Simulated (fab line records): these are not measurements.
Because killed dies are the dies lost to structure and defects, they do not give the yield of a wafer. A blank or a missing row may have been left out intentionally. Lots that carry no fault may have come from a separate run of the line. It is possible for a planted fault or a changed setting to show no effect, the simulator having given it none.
The tool behind it: which one? / flow gf180mcu / Sampling: 14 lots, 42 wafers, 4 of 602 route steps

== WHAT EACH GAUGE READ, for each wafer ==
GF_V2_THK_MEAS_01. Usual: for V2_CVD_00_THK the level is 600 nm and the standard deviation is 5.1.
lot=L271; measured=day 19 02:16; on=film metro-01; V2_CVD_00_THK (nm)=605 601 603; flag=
lot=L272; measured=day 19 15:57; on=film metro-03; V2_CVD_00_THK (nm)=605 603 603; flag=
lot=L274; measured=day 20 10:31; on=film metro-04; V2_CVD_00_THK (nm)=598 595 603; flag=
lot=L275; measured=day 20 15:55; on=film metro-03; V2_CVD_00_THK (nm)=604 598 603; flag=
lot=L278; measured=day 22 02:55; on=film metro-03; V2_CVD_00_THK (nm)=607 596 598; flag=
lot=L279; measured=day 22 08:34; on=film metro-04; V2_CVD_00_THK (nm)=601 596 594; flag=
lot=L281; measured=day 23 01:26; on=film metro-04; V2_CVD_00_THK (nm)=594 593 594; flag=
lot=L287; measured=day 24 22:47; on=film metro-01; V2_CVD_00_THK (nm)=599 593 605; flag=
lot=L288; measured=day 25 09:05; on=film metro-01; V2_CVD_00_THK (nm)=594 596 594; flag=
lot=L289; measured=day 25 16:25; on=film metro-03; V2_CVD_00_THK (nm)=594 603 601; flag=
lot=L291; measured=day 26 08:06; on=film metro-04; V2_CVD_00_THK (nm)=605 604 601; flag=
lot=L292; measured=day 26 15:32; on=film metro-04; V2_CVD_00_THK (nm)=607 603 598; flag=
lot=L293; measured=day 26 22:26; on=film metro-03; V2_CVD_00_THK (nm)=593 603 595; flag=
lot=L294; measured=day 27 01:58; on=film metro-01; V2_CVD_00_THK (nm)=602 609 611; flag=

GF_V3_BOW_MEAS_05. Usual: for V3_BOW the level is 116 um and the standard deviation is 8.7.
lot=L271; measured=day 21 05:28; on=film metro-02; V3_BOW (um)=102 108 105; flag=
lot=L272; measured=day 21 19:49; on=film metro-02; V3_BOW (um)=128 125 130; flag=
lot=L274; measured=day 22 13:43; on=film metro-04; V3_BOW (um)=117 119 118; flag=
lot=L275; measured=day 22 19:07; on=film metro-02; V3_BOW (um)=97 102 117; flag=
lot=L278; measured=day 24 04:01; on=film metro-02; V3_BOW (um)=108 102 116; flag=
lot=L279; measured=day 24 09:52; on=film metro-03; V3_BOW (um)=113 117 108; flag=
lot=L281; measured=day 25 03:06; on=film metro-02; V3_BOW (um)=113 126 126; flag=
lot=L287; measured=day 26 20:40; on=film metro-02; V3_BOW (um)=103 106 117; flag=
lot=L288; measured=day 27 05:51; on=film metro-04; V3_BOW (um)=112 122 117; flag=
lot=L289; measured=day 27 13:02; on=film metro-04; V3_BOW (um)=106 117 127; flag=
lot=L291; measured=day 28 03:52; on=film metro-02; V3_BOW (um)=120 110 119; flag=
lot=L292; measured=day 28 11:04; on=film metro-04; V3_BOW (um)=103 111 110; flag=
lot=L293; measured=day 28 17:37; on=film metro-02; V3_BOW (um)=108 115 115; flag=
lot=L294; measured=day 28 19:19; on=film metro-03; V3_BOW (um)=131 124 126; flag=

== TOOL THAT RAN EACH LOT (tool first, then ch and the chambers of the sampled wafers, then the start) ==
lot=L271; GF_SALICIDE_RTA_06=rtp anneal-02 ch 0, day 15 00:33; GF_M2_STRIP_17=plasma asher-04 ch 0,1, day 19 01:40
lot=L272; GF_SALICIDE_RTA_06=rtp anneal-02 ch 0, day 15 12:55; GF_M2_STRIP_17=plasma asher-04 ch 0,1, day 19 15:21
lot=L274; GF_SALICIDE_RTA_06=rtp anneal-01 ch 0, day 16 05:31; GF_M2_STRIP_17=plasma asher-03 ch 1, day 20 09:55
lot=L275; GF_SALICIDE_RTA_06=rtp anneal-02 ch 0, day 16 11:37; GF_M2_STRIP_17=plasma asher-04 ch 0,1, day 20 15:19
lot=L278; GF_SALICIDE_RTA_06=rtp anneal-01 ch 0, day 17 20:50; GF_M2_STRIP_17=plasma asher-04 ch 0,1, day 22 02:19
lot=L279; GF_SALICIDE_RTA_06=rtp anneal-01 ch 0, day 18 02:11; GF_M2_STRIP_17=plasma asher-03 ch 0,1, day 22 07:55
lot=L281; GF_SALICIDE_RTA_06=rtp anneal-02 ch 0, day 18 19:36; GF_M2_STRIP_17=plasma asher-03 ch 0,1, day 23 00:48
lot=L287; GF_SALICIDE_RTA_06=rtp anneal-01 ch 0, day 20 20:46; GF_M2_STRIP_17=plasma asher-01 ch 0,1, day 24 22:11
lot=L288; GF_SALICIDE_RTA_06=rtp anneal-01 ch 0, day 21 08:31; GF_M2_STRIP_17=plasma asher-04 ch 0,1, day 25 08:29
lot=L289; GF_SALICIDE_RTA_06=rtp anneal-01 ch 0, day 21 16:25; GF_M2_STRIP_17=plasma asher-04 ch 0,1, day 25 15:49
lot=L291; GF_SALICIDE_RTA_06=rtp anneal-01 ch 0, day 22 10:10; GF_M2_STRIP_17=plasma asher-04 ch 0,1, day 26 07:28
lot=L292; GF_SALICIDE_RTA_06=rtp anneal-02 ch 0, day 22 17:29; GF_M2_STRIP_17=plasma asher-03 ch 0,1, day 26 14:53
lot=L293; GF_SALICIDE_RTA_06=rtp anneal-01 ch 0, day 23 00:09; GF_M2_STRIP_17=plasma asher-04 ch 0,1, day 26 21:49
lot=L294; GF_SALICIDE_RTA_06=rtp anneal-02 ch 0, day 23 04:40; GF_M2_STRIP_17=plasma asher-04 ch 0,1, day 27 01:22
- GF_SALICIDE_RTA_06: time 30 s.
- GF_M2_STRIP_17: strips in O2/N2.

== AS READ BY THE TOOLS THEMSELVES (means over the sampled wafers that have a number; for cases with no such wafer, the mark the record gives instead) ==
GF_SALICIDE_RTA_06. Usual: lamp power pct 5.29 %, standard deviation 0.2; wafer_temp_C_max 532.0, standard deviation 0.74.
lot=L271; tool=rtp anneal-02; lamp power pct (%)=5.08; wafer_temp_C_max=532.5; flag=
lot=L272; tool=rtp anneal-02; lamp power pct (%)=5.09; wafer_temp_C_max=532.8; flag=
lot=L274; tool=rtp anneal-01; lamp power pct (%)=5.50; wafer_temp_C_max=531.6; flag=
lot=L275; tool=rtp anneal-02; lamp power pct (%)=5.08; wafer_temp_C_max=533.1; flag=
lot=L278; tool=rtp anneal-01; lamp power pct (%)=3.68; wafer_temp_C_max=439.6; flag=OFF
lot=L279; tool=rtp anneal-01; lamp power pct (%)=3.70; wafer_temp_C_max=439.9; flag=OFF
lot=L281; tool=rtp anneal-02; lamp power pct (%)=5.08; wafer_temp_C_max=532.8; flag=
lot=L287; tool=rtp anneal-01; lamp power pct (%)=5.49; wafer_temp_C_max=531.5; flag=
lot=L288; tool=rtp anneal-01; lamp power pct (%)=5.49; wafer_temp_C_max=531.4; flag=
lot=L289; tool=rtp anneal-01; lamp power pct (%)=5.49; wafer_temp_C_max=531.1; flag=
lot=L291; tool=rtp anneal-01; lamp power pct (%)=5.49; wafer_temp_C_max=531.3; flag=
lot=L292; tool=rtp anneal-02; lamp power pct (%)=5.09; wafer_temp_C_max=533.3; flag=
lot=L293; tool=rtp anneal-01; lamp power pct (%)=5.50; wafer_temp_C_max=531.2; flag=
lot=L294; tool=rtp anneal-02; lamp power pct (%)=5.09; wafer_temp_C_max=532.5; flag=

GF_M2_STRIP_17. Usual: drypump motor current A 5.7 A, standard deviation 0.46; heater power w 322 W, standard deviation 10; oes product au 0.540 a.u., standard deviation 0.0053; strip time to endpoint s 7.42 s, standard deviation 0.043.
lot=L271; tool=plasma asher-04; drypump motor current A (A)=5.9; heater power w (W)=323; oes product au (a.u.)=0.536; strip time to endpoint s (s)=7.42; flag=
lot=L272; tool=plasma asher-04; drypump motor current A (A)=5.8; heater power w (W)=322; oes product au (a.u.)=0.542; strip time to endpoint s (s)=7.46; flag=
lot=L274; tool=plasma asher-03; drypump motor current A (A)=5.0; heater power w (W)=301; oes product au (a.u.)=0.546; strip time to endpoint s (s)=7.49; flag=
lot=L275; tool=plasma asher-04; drypump motor current A (A)=5.8; heater power w (W)=326; oes product au (a.u.)=0.537; strip time to endpoint s (s)=7.39; flag=
lot=L278; tool=plasma asher-04; drypump motor current A (A)=5.9; heater power w (W)=320; oes product au (a.u.)=0.537; strip time to endpoint s (s)=7.40; flag=
lot=L279; tool=plasma asher-03; drypump motor current A (A)=5.3; heater power w (W)=324; oes product au (a.u.)=0.537; strip time to endpoint s (s)=7.42; flag=
lot=L281; tool=plasma asher-03; drypump motor current A (A)=5.3; heater power w (W)=325; oes product au (a.u.)=0.545; strip time to endpoint s (s)=7.44; flag=
lot=L287; tool=plasma asher-01; drypump motor current A (A)=6.2; heater power w (W)=327; oes product au (a.u.)=0.536; strip time to endpoint s (s)=7.44; flag=
lot=L288; tool=plasma asher-04; drypump motor current A (A)=5.9; heater power w (W)=318; oes product au (a.u.)=0.539; strip time to endpoint s (s)=7.42; flag=
lot=L289; tool=plasma asher-04; drypump motor current A (A)=5.8; heater power w (W)=319; oes product au (a.u.)=0.535; strip time to endpoint s (s)=7.45; flag=
lot=L291; tool=plasma asher-04; drypump motor current A (A)=5.9; heater power w (W)=321; oes product au (a.u.)=0.541; strip time to endpoint s (s)=7.39; flag=
lot=L292; tool=plasma asher-03; drypump motor current A (A)=5.2; heater power w (W)=318; oes product au (a.u.)=0.540; strip time to endpoint s (s)=7.37; flag=
lot=L293; tool=plasma asher-04; drypump motor current A (A)=5.8; heater power w (W)=322; oes product au (a.u.)=0.535; strip time to endpoint s (s)=7.38; flag=
lot=L294; tool=plasma asher-04; drypump motor current A (A)=5.8; heater power w (W)=325; oes product au (a.u.)=0.539; strip time to endpoint s (s)=7.37; flag=

== THE ANSWER, worked out from the rows above alone ==
Rule: take the mean of a lot's wafers that have a number; if it is more than 3 standard deviations from the usual mean, the lot is off. A lot without any number at a reading at which 4 lots or more have one is off too. Any other lot the step has rows for is counted as sound. The gauges are gone through in route order, then the tools' own readings, and for those a lot's mean is taken as printed above. At the first step where some lot is off, the reading lying furthest off is the one used; lots without a number count as furthest.
Off at GF_SALICIDE_RTA_06 (wafer_temp_C_max): L278, L279.
A tool fits if, at that step or a process step before it, it ran every lot that is off, and no sound lot after the first of them. Not one of the candidates tried fits.

== WHAT THE SIMULATOR HAD PUT IN ==
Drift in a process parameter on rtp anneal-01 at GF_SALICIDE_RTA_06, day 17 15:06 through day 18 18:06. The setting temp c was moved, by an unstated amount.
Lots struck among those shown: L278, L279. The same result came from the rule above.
